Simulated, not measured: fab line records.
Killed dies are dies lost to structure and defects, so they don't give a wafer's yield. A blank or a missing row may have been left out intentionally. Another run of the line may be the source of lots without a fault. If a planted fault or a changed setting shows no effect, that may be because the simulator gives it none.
Which tool was responsible? + flow sky130 + 24 lots with 72 wafers sampled at 5 steps, on a route of 708 steps

## WHAT THE GAUGES READ, wafer by wafer
SKY_VIA1_CD_MEAS_12: target cd 150 nm. Usual: cdNm at 150.1 nm, with a standard deviation of 1.7.
| lot  | measured     | on       | cdNm (nm)         | flag |
|------|--------------|----------|-------------------|------|
| L074 | day 34 02:41 | cdSem-01 | 150.8 153.1 151.4 |      |
| L075 | day 34 10:36 | cdSem-02 | 150.6 149.1 150.5 |      |
| L077 | day 35 05:28 | cdSem-01 | 148.0 149.2 149.0 |      |
| L076 | day 35 11:05 | cdSem-01 | 152.2 150.0 149.1 |      |
| L078 | day 35 17:17 | cdSem-02 | 149.2 147.6 148.9 |      |
| L079 | day 35 18:47 | cdSem-01 | 150.4 151.0 150.3 |      |
| L080 | day 36 04:41 | cdSem-01 | 149.0 149.5 150.2 |      |
| L081 | day 36 14:52 | cdSem-01 | 149.5 148.8 150.6 |      |
| L082 | day 37 01:36 | cdSem-02 | 150.9 151.8 152.3 |      |
| L083 | day 37 09:32 | cdSem-01 | 147.9 147.2 147.3 |      |
| L084 | day 37 16:21 | cdSem-02 | 151.9 149.9 152.8 |      |
| L085 | day 38 03:46 | cdSem-01 | 150.8 152.4 149.7 |      |
| L086 | day 38 08:34 | cdSem-02 | 148.2 147.6 147.2 |      |
| L087 | day 38 14:23 | cdSem-01 | 150.6 149.2 151.1 |      |
| L088 | day 38 22:56 | cdSem-02 | 151.7 151.0 152.8 |      |
| L089 | day 39 04:44 | cdSem-01 | 149.1 149.1 149.7 |      |
| L090 | day 39 14:37 | cdSem-02 | 151.1 152.3 151.7 |      |
| L091 | day 39 19:43 | cdSem-02 | 145.0 146.6 147.2 |      |
| L092 | day 40 05:37 | cdSem-01 | 150.9 150.9 150.0 |      |
| L093 | day 40 06:46 | cdSem-01 | 151.2 150.8 149.7 |      |
| L094 | day 40 11:02 | cdSem-02 | 152.4 152.4 151.8 |      |
| L095 | day 40 16:59 | cdSem-02 | 151.8 151.0 151.4 |      |
| L096 | day 40 22:02 | cdSem-01 | 147.9 148.3 147.3 |      |
| L097 | day 41 13:13 | cdSem-01 | 150.2 150.9 151.5 |      |

SKY_METAL2_CD_MEAS_15: target cd 140 nm. Usual: cdNm at 140.1 nm, with a standard deviation of 1.5.
| lot  | measured     | on       | cdNm (nm)         | flag |
|------|--------------|----------|-------------------|------|
| L074 | day 35 04:14 | cdSem-02 | 141.0 140.5 140.3 |      |
| L075 | day 35 11:51 | cdSem-01 | 140.6 140.7 141.2 |      |
| L077 | day 36 08:26 | cdSem-01 | 142.4 143.5 145.0 |      |
| L076 | day 36 14:30 | cdSem-02 | 140.6 140.8 141.0 |      |
| L078 | day 36 21:02 | cdSem-02 | 141.3 140.8 142.0 |      |
| L079 | day 36 22:56 | cdSem-01 | 137.8 140.4 137.7 |      |
| L080 | day 37 07:54 | cdSem-01 | 140.8 139.2 140.4 |      |
| L081 | day 37 18:13 | cdSem-02 | 140.4 138.2 142.0 |      |
| L082 | day 38 03:24 | cdSem-01 | 139.9 139.8 139.5 |      |
| L083 | day 38 15:44 | cdSem-02 | 139.7 139.9 140.3 |      |
| L084 | day 38 18:12 | cdSem-01 | 138.3 137.9 137.9 |      |
| L085 | day 39 07:27 | cdSem-01 | 141.3 138.6 138.2 |      |
| L086 | day 39 10:21 | cdSem-02 | 138.2 136.4 138.8 |      |
| L087 | day 39 17:12 | cdSem-02 | 139.1 140.1 139.5 |      |
| L088 | day 40 05:32 | cdSem-01 | 138.9 140.0 138.4 |      |
| L089 | day 40 07:59 | cdSem-01 | 140.7 141.8 140.2 |      |
| L090 | day 40 16:37 | cdSem-02 | 138.9 138.6 138.5 |      |
| L091 | day 40 22:28 | cdSem-02 | 138.8 138.7 139.9 |      |
| L092 | day 41 07:18 | cdSem-01 | 142.9 144.2 143.9 |      |
| L093 | day 41 08:23 | cdSem-02 | 138.8 138.2 138.0 |      |
| L094 | day 41 13:02 | cdSem-02 | 138.8 138.8 139.2 |      |
| L095 | day 41 18:52 | cdSem-01 | 140.6 141.1 140.1 |      |
| L096 | day 41 23:02 | cdSem-01 | 141.3 140.1 139.5 |      |
| L097 | day 42 14:52 | cdSem-01 | 139.2 140.9 138.8 |      |

SKY_METAL3_OVL_MEAS_14. Usual: METAL3_OVL gives -2 nm (standard deviation 6).
| lot  | measured     | on         | METAL3_OVL (nm) | flag |
|------|--------------|------------|-----------------|------|
| L074 | day 38 13:10 | overlay-01 | 5 -1 -4         |      |
| L075 | day 38 20:07 | overlay-02 | -3 -4 -4        |      |
| L077 | day 39 16:11 | overlay-02 | 0 5 -6          |      |
| L076 | day 39 22:37 | overlay-02 | -5 0 -8         |      |
| L078 | day 40 04:33 | overlay-02 | -2 -7 -7        |      |
| L079 | day 40 07:22 | overlay-01 | -6 -6 -3        |      |
| L080 | day 40 14:01 | overlay-02 | 5 9 7           |      |
| L081 | day 40 23:10 | overlay-01 | 2 -5 1          |      |
| L082 | day 41 10:09 | overlay-01 | 9 4 7           |      |
| L083 | day 41 20:19 | overlay-01 | -1 3 3          |      |
| L084 | day 42 00:19 | overlay-01 | -10 -12 -7      |      |
| L085 | day 42 13:37 | overlay-01 | 3 2 4           |      |
| L086 | day 42 15:19 | overlay-01 | 0 3 2           |      |
| L087 | day 42 19:46 | overlay-01 | 7 3 0           |      |
| L088 | day 43 08:07 | overlay-01 | -5 -7 -3        |      |
| L089 | day 43 12:01 | overlay-02 | -22 -10 -14     |      |
| L090 | day 43 18:46 | overlay-02 | -9 -1 -8        |      |
| L091 | day 43 23:46 | overlay-02 | 10 7 4          |      |
| L092 | day 44 07:45 | overlay-02 | -5 1 -1         |      |
| L093 | day 44 10:20 | overlay-01 | -10 -5 -2       |      |
| L094 | day 44 13:19 | overlay-01 | -1 0 1          |      |
| L095 | day 44 19:58 | overlay-02 | -9 -3 -9        |      |
| L096 | day 44 21:40 | overlay-02 | -3 -4 3         |      |
| L097 | day 45 14:23 | overlay-01 | -2 7 -5         |      |

## WHAT TOOL EACH LOT RAN ON (gives the tool, then ch and the chambers of the sampled wafers, and finally the start)
| lot  | SKY_CONTACT_STRIP_19                | SKY_VIA1_CVD_21              |
|------|-------------------------------------|------------------------------|
| L074 | plasmaAsher-03 ch 0,1, day 31 20:23 | cvdW-01 ch 0,1, day 34 03:38 |
| L075 | plasmaAsher-04 ch 0,1, day 32 05:31 | cvdW-02 ch 0,1, day 34 11:30 |
| L077 | plasmaAsher-04 ch 0,1, day 33 02:10 | cvdW-02 ch 0,1, day 35 06:22 |
| L076 | plasmaAsher-04 ch 0,1, day 33 07:40 | cvdW-01 ch 0,1, day 35 11:58 |
| L078 | plasmaAsher-03 ch 1, day 33 15:05   | cvdW-02 ch 0,1, day 35 18:11 |
| L079 | plasmaAsher-03 ch 0,1, day 33 15:59 | cvdW-01 ch 0,1, day 35 19:41 |
| L080 | plasmaAsher-02 ch 0,1, day 34 00:16 | cvdW-02 ch 0,1, day 36 05:37 |
| L081 | plasmaAsher-03 ch 1, day 34 10:31   | cvdW-02 ch 0,1, day 36 15:44 |
| L082 | plasmaAsher-03 ch 0,1, day 34 20:55 | cvdW-01 ch 0,1, day 37 02:32 |
| L083 | plasmaAsher-04 ch 0,1, day 35 02:58 | cvdW-01 ch 0,1, day 37 10:25 |
| L084 | plasmaAsher-03 ch 0,1, day 35 09:52 | cvdW-01 ch 0,1, day 37 17:14 |
| L085 | plasmaAsher-03 ch 0,1, day 35 21:50 | cvdW-02 ch 0,1, day 38 04:39 |
| L086 | plasmaAsher-03 ch 0, day 36 02:32   | cvdW-01 ch 0, day 38 09:28   |
| L087 | plasmaAsher-04 ch 0,1, day 36 08:24 | cvdW-01 ch 0, day 38 15:17   |
| L088 | plasmaAsher-02 ch 0,1, day 36 17:01 | cvdW-02 ch 0,1, day 39 00:13 |
| L089 | plasmaAsher-03 ch 0,1, day 36 23:04 | cvdW-02 ch 0,1, day 39 05:47 |
| L090 | plasmaAsher-03 ch 0,1, day 37 08:38 | cvdW-02 ch 0, day 39 15:29   |
| L091 | plasmaAsher-04 ch 0, day 37 13:43   | cvdW-02 ch 0,1, day 39 20:35 |
| L092 | plasmaAsher-02 ch 0,1, day 37 20:32 | cvdW-01 ch 0,1, day 40 06:31 |
| L093 | plasmaAsher-02 ch 0,1, day 37 23:40 | cvdW-02 ch 0,1, day 40 07:40 |
| L094 | plasmaAsher-02 ch 1, day 38 05:47   | cvdW-02 ch 0,1, day 40 11:58 |
| L095 | plasmaAsher-02 ch 0,1, day 38 12:56 | cvdW-01 ch 0,1, day 40 17:52 |
| L096 | plasmaAsher-02 ch 0,1, day 38 17:08 | cvdW-01 ch 0,1, day 40 22:56 |
| L097 | plasmaAsher-04 ch 0,1, day 39 08:43 | cvdW-01 ch 0,1, day 41 14:07 |
- SKY_CONTACT_STRIP_19: strips in O2/N2.
- SKY_VIA1_CVD_21: deposits W, target thk 270 nm, time 80.902 s.

## WHAT THE TOOLS THEMSELVES READ (means of the sampled wafers that have a number; where no wafer has one, the mark that the record gives instead)
SKY_CONTACT_STRIP_19. Usual: drypumpMotorCurrentA 5.8 A, standard deviation 0.46; o2FlowSccm 3000 sccm, standard deviation 10; oesProductAu 0.381 a.u., standard deviation 0.0051; stripTimeToEndpointS 3.61 s, standard deviation 0.052.
| lot  | tool           | drypumpMotorCurrentA (A) | o2FlowSccm (sccm) | oesProductAu (a.u.) | stripTimeToEndpointS (s) | flag |
|------|----------------|--------------------------|-------------------|---------------------|--------------------------|------|
| L074 | plasmaAsher-03 | 6.2                      | 2991              | 0.379               | 3.59                     |      |
| L075 | plasmaAsher-04 | 5.1                      | 3008              | 0.380               | 3.62                     |      |
| L077 | plasmaAsher-04 | 5.4                      | 3008              | 0.385               | 3.64                     |      |
| L076 | plasmaAsher-04 | 5.4                      | 3007              | 0.383               | 3.62                     |      |
| L078 | plasmaAsher-03 | 6.2                      | 3005              | 0.378               | 3.62                     |      |
| L079 | plasmaAsher-03 | 6.2                      | 2997              | 0.374               | 3.58                     |      |
| L080 | plasmaAsher-02 | 5.9                      | 2988              | 0.380               | 3.59                     |      |
| L081 | plasmaAsher-03 | 6.2                      | 2999              | 0.380               | 3.53                     |      |
| L082 | plasmaAsher-03 | 6.2                      | 3007              | 0.380               | 3.63                     |      |
| L083 | plasmaAsher-04 | 5.1                      | 2998              | 0.381               | 3.58                     |      |
| L084 | plasmaAsher-03 | 6.2                      | 3002              | 0.385               | 3.58                     |      |
| L085 | plasmaAsher-03 | 6.2                      | 3014              | 0.381               | 3.65                     |      |
| L086 | plasmaAsher-03 | 6.2                      | 3001              | 0.383               | 3.60                     |      |
| L087 | plasmaAsher-04 | 5.1                      | 2998              | 0.381               | 3.60                     |      |
| L088 | plasmaAsher-02 | 5.9                      | 3009              | 0.384               | 3.62                     |      |
| L089 | plasmaAsher-03 | 6.2                      | 2992              | 0.381               | 3.58                     |      |
| L090 | plasmaAsher-03 | 6.2                      | 3001              | 0.382               | 3.66                     |      |
| L091 | plasmaAsher-04 | 5.6                      | 3007              | 0.381               | 3.60                     |      |
| L092 | plasmaAsher-02 | 5.9                      | 3003              | 0.380               | 3.62                     |      |
| L093 | plasmaAsher-02 | 6.0                      | 2987              | 0.383               | 3.59                     |      |
| L094 | plasmaAsher-02 | 6.1                      | 2984              | 0.379               | 3.62                     |      |
| L095 | plasmaAsher-02 | 5.9                      | 2994              | 0.379               | 3.56                     |      |
| L096 | plasmaAsher-02 | 6.0                      | 3003              | 0.377               | 3.58                     |      |
| L097 | plasmaAsher-04 | 5.4                      | 3015              | 0.379               | 3.62                     |      |

SKY_VIA1_CVD_21. Usual: heaterPowerW at 933 W, with a standard deviation of 120.
| lot  | tool    | heaterPowerW (W) | flag |
|------|---------|------------------|------|
| L074 | cvdW-01 | 879              |      |
| L075 | cvdW-02 | 1043             |      |
| L077 | cvdW-02 | 993              |      |
| L076 | cvdW-01 | 831              |      |
| L078 | cvdW-02 | 1037             |      |
| L079 | cvdW-01 | 894              |      |
| L080 | cvdW-02 | 1055             |      |
| L081 | cvdW-02 | 985              |      |
| L082 | cvdW-01 | 830              |      |
| L083 | cvdW-01 | 892              |      |
| L084 | cvdW-01 | 883              |      |
| L085 | cvdW-02 | 1049             |      |
| L086 | cvdW-01 | 939              |      |
| L087 | cvdW-01 | 937              |      |
| L088 | cvdW-02 | 1052             |      |
| L089 | cvdW-02 | 995              |      |
| L090 | cvdW-02 | 1111             |      |
| L091 | cvdW-02 | 984              |      |
| L092 | cvdW-01 | 793              |      |
| L093 | cvdW-02 | 1028             |      |
| L094 | cvdW-02 | 1041             |      |
| L095 | cvdW-01 | 805              |      |
| L096 | cvdW-01 | 835              |      |
| L097 | cvdW-01 | 778              |      |

## THE ANSWER, worked out from the rows above alone
Rule: take the mean of a lot's wafers that have a number; if it is more than 3 standard deviations from the usual mean, the lot is off. A lot without any number at a reading at which 4 lots or more have one is off too. Where the step has rows for the other lots, those lots are counted as sound. Order of review: gauges by route order, followed by the tools' own readings, for which a lot's mean as printed above is used. At the first step where some lot is off, the reading lying furthest off is the one used; lots without a number count as furthest.
No lot is off on any of the readings shown, so nothing can be concluded from this.

## WHAT HAD BEEN PUT IN BY THE SIMULATOR
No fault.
